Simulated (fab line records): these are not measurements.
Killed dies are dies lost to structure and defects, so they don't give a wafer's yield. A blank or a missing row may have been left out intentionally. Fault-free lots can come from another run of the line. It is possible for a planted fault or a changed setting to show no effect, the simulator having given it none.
Chamber matching | flow sfqLine | 4 sister chambers for SFQ_TRILAYER_I2_CMP_CMP_064 on cmp-02
The step polishes SiO2. 7 wafers are shown with their chamber, then 8 later ones without.

== WAFERS PAIRED WITH THEIR CHAMBERS ==
wafer  | chamber | motorCurrentA (A) | slurryFlowMlMin
L247.3 | 1       | 10.3              | 150.9
L252.4 | 2       | 11.3              | 149.7
L255.5 | 3       | 8.6               | 149.5
L257.2 | 2       | 11.9              | 150.3
L257.5 | 0       | 10.3              | 150.0
L259.2 | 0       | 10.1              | 150.0
L266.2 | 3       | 9.1               | 149.4

== WAFERS WITH NO CHAMBER GIVEN ==
wafer  | motorCurrentA (A) | slurryFlowMlMin
L266.3 | 9.6               | 149.9
L266.6 | 8.4               | 149.7
L267.1 | 10.0              | 150.1
L267.2 | 10.1              | 150.1
L267.6 | 10.0              | 149.0
L268.4 | 10.2              | 150.0
L268.1 | 8.3               | 149.5
L268.2 | 11.7              | 150.2

== CHAMBER TAKEN BY EACH ==
wafer  | from the rows above     | in truth
L266.3 | can't be placed: 0 or 3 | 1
L266.6 | 3                       | 3
L267.1 | 0                       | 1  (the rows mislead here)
L267.2 | 0                       | 0
L267.6 | can't be placed: 3 or 0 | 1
L268.4 | 0                       | 0
L268.1 | 3                       | 3
L268.2 | 2                       | 2
Correct placement for 5 of the 8. Cannot be placed on the basis of these rows: 2; the candidates contain the true chamber in 0. Wrongly placed: 1.
How it was worked out, from the rows above alone: a wafer's distance from a chamber is the root of the sum, over the readings, of the square of ((its reading less the chamber's mean) divided by the reading's scatter). The wafer belongs to the nearest chamber; if the next one is less than 2 further off, it can't be placed. Each chamber's mean is taken over the wafers shown for it. The scatter: the root of (the sum of the squares of (reading less its chamber's mean) over the shown wafers, divided by (wafers less chambers)).
